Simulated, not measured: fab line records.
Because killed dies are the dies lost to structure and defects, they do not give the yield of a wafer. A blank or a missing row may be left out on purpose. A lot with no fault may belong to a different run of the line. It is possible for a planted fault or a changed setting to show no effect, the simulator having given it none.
Which of the tools did it? -- flow gf180mcu -- Sampling: 11 lots, 33 wafers, 5 of 602 route steps

WHAT THE GAUGES SHOWED, per wafer
GF_TOP_METAL_CD_MEAS_14: target cd 440 nm.
lot,measured,on,cdNm (nm)
L550,day 29 14:38,cdSem-01,440.8 439.9 441.7
L551,day 29 18:12,cdSem-01,443.2 442.1 441.6
L553,day 30 05:29,cdSem-02,440.9 441.2 441.2
L552,day 30 08:38,cdSem-01,438.8 438.4 440.4
L557,day 31 08:32,cdSem-01,435.2 436.2 437.8
L559,day 31 23:17,cdSem-02,442.0 442.5 440.0
L560,day 32 07:06,cdSem-02,441.1 439.9 439.8
L561,day 32 09:25,cdSem-01,435.8 438.3 436.2
L562,day 32 17:05,cdSem-01,441.2 443.1 440.2
L565,day 33 10:11,cdSem-02,438.4 437.2 436.6
L571,day 34 15:56,cdSem-02,441.8 443.1 439.5

TOOL THAT RAN EACH LOT (tool first, then ch and the chambers of the sampled wafers, then the start)
lot,GF_M2_METAL_ETCH_16,GF_M2_STRIP_17,GF_V2_ETCH_16,GF_V4_SPUTTER_21
L550,"rieMetal-01 ch 0,1, day 20 23:59","plasmaAsher-04 ch 0,1, day 21 00:07","rieDiel-04 ch 2,3, day 22 01:02","pvdSputter-04, day 26 01:46"
L551,"rieMetal-01 ch 0,1, day 21 03:35","plasmaAsher-01 ch 0, day 21 03:43","rieDiel-04 ch 2,3, day 22 05:23","pvdSputter-04, day 26 05:03"
L553,"rieMetal-04 ch 0,1, day 21 18:11","plasmaAsher-04 ch 0,1, day 21 18:19","rieDiel-04 ch 0,1, day 22 19:11","pvdSputter-01, day 26 17:18"
L552,"rieMetal-01 ch 0,1, day 21 20:41","plasmaAsher-04 ch 0,1, day 21 20:49","rieDiel-03 ch 0,1,3, day 22 22:29","pvdSputter-02, day 26 21:12"
L557,"rieMetal-03 ch 0,1, day 23 03:38","plasmaAsher-04 ch 0, day 23 03:46","rieDiel-01 ch 0,1,3, day 24 04:23","pvdSputter-02, day 28 00:18"
L559,"rieMetal-03 ch 0,1, day 23 22:14","plasmaAsher-01 ch 0,1, day 23 22:21","rieDiel-01 ch 1,2,3, day 24 22:11","pvdSputter-02, day 28 16:24"
L560,"rieMetal-03 ch 1, day 24 07:02","plasmaAsher-01 ch 1, day 24 07:10","rieDiel-04 ch 0,2,3, day 25 06:35","pvdSputter-01, day 28 23:56"
L561,"rieMetal-03 ch 1, day 24 11:53","plasmaAsher-04 ch 0,1, day 24 12:01","rieDiel-03 ch 0,1, day 25 11:05","pvdSputter-02, day 29 04:25"
L562,"rieMetal-03 ch 0,1, day 24 21:59","plasmaAsher-04 ch 0,1, day 24 22:07","rieDiel-03 ch 0,2,3, day 25 21:17","pvdSputter-02, day 29 12:15"
L565,"rieMetal-03 ch 0,1, day 25 18:38","plasmaAsher-04 ch 0,1, day 25 18:46","rieDiel-01 ch 0,2,3, day 26 17:31","pvdSputter-02, day 30 07:24"
L571,"rieMetal-01 ch 0,1, day 27 09:32","plasmaAsher-01 ch 0,1, day 27 09:40","rieDiel-04 ch 2,3, day 28 07:38","pvdSputter-01, day 31 18:14"
- GF_M2_METAL_ETCH_16: etches the open film in Cl2/BCl3, stops on SiO2, target depth 750.8 nm, time 125.1 s.
- GF_M2_STRIP_17: strips in O2/N2.
- GF_V2_ETCH_16: etches BARC in N2/H2.
- GF_V4_SPUTTER_21: material Ti, target thk 15 nm, time 80.02 s.

WHAT THE TOOLS THEMSELVES READ (means of the sampled wafers that have a number; where no wafer has one, the mark that the record gives instead)
GF_M2_METAL_ETCH_16.
lot,tool,drypumpMotorCurrentA (A),oesProductAu (a.u.),runLengthS (s),throttleValvePct (%)
L550,rieMetal-01,5.6,0.988,153.7,28.227
L551,rieMetal-01,5.8,0.987,153.6,28.229
L553,rieMetal-04,5.6,0.991,152.5,28.233
L552,rieMetal-01,5.6,0.991,153.6,28.233
L557,rieMetal-03,6.0,0.987,153.0,28.231
L559,rieMetal-03,5.6,0.995,152.8,28.233
L560,rieMetal-03,5.1,0.990,153.1,28.219
L561,rieMetal-03,5.2,1.001,150.7,28.219
L562,rieMetal-03,5.6,0.999,148.9,28.220
L565,rieMetal-03,5.6,0.994,150.6,28.226
L571,rieMetal-01,5.8,0.985,153.6,28.232

GF_M2_STRIP_17.
lot,tool,drypumpMotorCurrentA (A),heaterPowerW (W),oesProductAu (a.u.),stripTimeToEndpointS (s)
L550,plasmaAsher-04,5.9,291,0.535,7.37
L551,plasmaAsher-01,4.9,290,0.533,7.33
L553,plasmaAsher-04,5.8,318,0.536,7.40
L552,plasmaAsher-04,5.7,320,0.537,7.33
L557,plasmaAsher-04,5.6,343,0.534,7.38
L559,plasmaAsher-01,5.2,335,0.540,7.38
L560,plasmaAsher-01,5.7,425,0.535,7.34
L561,plasmaAsher-04,5.9,295,0.536,7.39
L562,plasmaAsher-04,5.8,322,0.539,7.45
L565,plasmaAsher-04,5.9,292,0.541,7.46
L571,plasmaAsher-01,5.5,379,0.545,7.41

GF_V2_ETCH_16.
lot,tool,drypumpMotorCurrentA (A),oesProductAu (a.u.),throttleValvePct (%)
L550,rieDiel-04,5.9,0.854,13.222
L551,rieDiel-04,5.9,0.857,13.223
L553,rieDiel-04,6.1,0.855,13.217
L552,rieDiel-03,5.1,0.849,13.222
L557,rieDiel-01,5.9,0.856,13.235
L559,rieDiel-01,5.8,0.855,13.234
L560,rieDiel-04,5.9,0.851,13.226
L561,rieDiel-03,5.2,0.856,13.226
L562,rieDiel-03,5.3,0.852,13.234
L565,rieDiel-01,5.8,0.860,13.223
L571,rieDiel-04,5.9,0.852,13.217

GF_V4_SPUTTER_21.
lot,tool,substrateTempC (C),throttleValvePct (%)
L550,pvdSputter-04,200.02,30.6
L551,pvdSputter-04,199.99,30.6
L553,pvdSputter-01,199.96,30.0
L552,pvdSputter-02,199.90,29.6
L557,pvdSputter-02,199.90,29.9
L559,pvdSputter-02,200.02,29.5
L560,pvdSputter-01,200.06,29.9
L561,pvdSputter-02,199.98,30.1
L562,pvdSputter-02,200.04,29.6
L565,pvdSputter-02,200.04,30.4
L571,pvdSputter-01,199.95,30.2

THE ANSWER, worked out from the rows above alone
Rule: the usual values come from the lots themselves. Put in order of their means at a reading, lots are off if they are a third of the lots or fewer, leave a main group of 4 or more, and stand apart from it by a gap of 3 or more times the standard deviation of the main group's means; of several such gaps the widest counts. A main group is skipped when, at the precision printed for the reading in the tables above, its means are all equal. A lot without any number at a reading at which 4 lots or more have one is off too. The other lots that the step has rows for count as sound. Order of review: gauges by route order, followed by the tools' own readings, for which a lot's mean as printed above is used. At the first step where some lot is off, the reading lying furthest off is the one used; lots without a number count as furthest.
Off, at GF_M2_METAL_ETCH_16 on runLengthS: L561, L562, L565. Main group: mean 153.2 s, sd 0.42.
A tool fits if, at that step or a process step before it, it ran every lot that is off, and no sound lot after the first of them. One candidate fits, namely rieMetal-03 at GF_M2_METAL_ETCH_16. A fault onset in the window from L560 (day 24 07:02, its last sound lot) to L561 (day 24 11:53, its first lot off) fits.
The tool's own readings at GF_M2_METAL_ETCH_16 bear it out: on the lots that are off they differ by more than 5 times the standard deviation of the sound lots' means. runLengthS reads 150.1 s there against 153.2 s on the sound lots.

WHAT THE SIMULATOR PUT IN
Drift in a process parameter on rieMetal-03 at GF_M2_METAL_ETCH_16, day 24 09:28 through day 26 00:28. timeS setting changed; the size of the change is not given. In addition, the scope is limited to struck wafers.
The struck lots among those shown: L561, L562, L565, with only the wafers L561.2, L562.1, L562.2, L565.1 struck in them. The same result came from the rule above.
